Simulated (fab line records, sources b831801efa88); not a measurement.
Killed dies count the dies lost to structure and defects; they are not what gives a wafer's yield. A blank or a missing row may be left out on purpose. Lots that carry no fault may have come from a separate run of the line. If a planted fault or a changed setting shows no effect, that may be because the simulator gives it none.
Which of the tools did it? ; flow gf180mcu ; 13 lots, 39 wafers sampled, at 2 steps of a route of 602

WHAT EACH GAUGE READ, for each wafer
GF_V4_THK_MEAS_25: measures by xrf. Usual: for V4_W_THK the level is 366 nm and the standard deviation is 7.3.
lot;measured;on;V4_W_THK (nm);flag
L478;day 25 00:13;film_metro-01;367 361 368;
L479;day 25 03:07;film_metro-02;367 369 370;
L482;day 26 00:04;film_metro-02;369 359 362;
L483;day 26 10:50;film_metro-01;364 361 357;
L484;day 27 00:08;film_metro-01;365 362 367;
L485;day 27 02:40;film_metro-03;378 369 358;
L486;day 27 11:17;film_metro-02;382 361 379;
L487;day 27 22:36;film_metro-02;362 357 377;
L488;day 28 03:04;film_metro-03;367 363 369;
L489;day 28 12:12;film_metro-03;376 379 359;
L496;day 30 19:19;film_metro-02;362 358 359;
L497;day 30 20:43;film_metro-02;372 366 362;
L499;day 31 12:37;film_metro-02;359 358 360;

TOOL THAT RAN EACH LOT (tool first, then ch and the chambers of the sampled wafers, then the start)
lot;GF_V4_CVD_23
L478;cvd_w-02 ch 0,1, day 24 23:58
L479;cvd_w-02 ch 0,1, day 25 02:55
L482;cvd_w-02 ch 0,1, day 25 23:46
L483;cvd_w-02 ch 0,1, day 26 10:36
L484;cvd_w-02 ch 0,1, day 26 23:54
L485;cvd_w-01 ch 0,1, day 27 02:26
L486;cvd_w-01 ch 0,1, day 27 11:03
L487;cvd_w-02 ch 0,1, day 27 22:23
L488;cvd_w-02 ch 0, day 28 02:50
L489;cvd_w-01 ch 0,1, day 28 11:58
L496;cvd_w-02 ch 0,1, day 30 19:04
L497;cvd_w-01 ch 0,1, day 30 20:31
L499;cvd_w-02 ch 0,1, day 31 12:22
- GF_V4_CVD_23: deposits W, target thk 350 nm, time 104.9 s.

WHAT THE TOOLS THEMSELVES READ (means of the sampled wafers that have a number; where no wafer has one, the mark that the record gives instead)
GF_V4_CVD_23. Usual: heater_power_w 834 W, standard deviation 49; susceptor_temp_C 400.05 C, standard deviation 0.19.
lot;tool;heater_power_w (W);susceptor_temp_C (C);flag
L478;cvd_w-02;798;400.13;
L479;cvd_w-02;823;400.00;
L482;cvd_w-02;804;400.07;
L483;cvd_w-02;812;399.97;
L484;cvd_w-02;803;399.99;
L485;cvd_w-01;834;400.20;
L486;cvd_w-01;833;400.04;
L487;cvd_w-02;816;399.91;
L488;cvd_w-02;839;399.80;
L489;cvd_w-01;843;400.16;
L496;cvd_w-02;805;400.11;
L497;cvd_w-01;881;399.80;
L499;cvd_w-02;818;400.09;

THE ANSWER, worked out from the rows above alone
Rule: lot off if the mean of its wafers having a number is beyond 3 standard deviations from the usual mean. Also off: a lot with no number at a reading for which 4 or more lots have one. All remaining lots with rows at the step are treated as sound. First the gauges in route order, then the tools' own readings, where a lot's mean is used as printed above. At the first step where some lot is off, the reading lying furthest off is the one used; lots without a number count as furthest.
Across all readings shown, no lot is off: no conclusion can be drawn from this.

WHAT HAD BEEN PUT IN BY THE SIMULATOR
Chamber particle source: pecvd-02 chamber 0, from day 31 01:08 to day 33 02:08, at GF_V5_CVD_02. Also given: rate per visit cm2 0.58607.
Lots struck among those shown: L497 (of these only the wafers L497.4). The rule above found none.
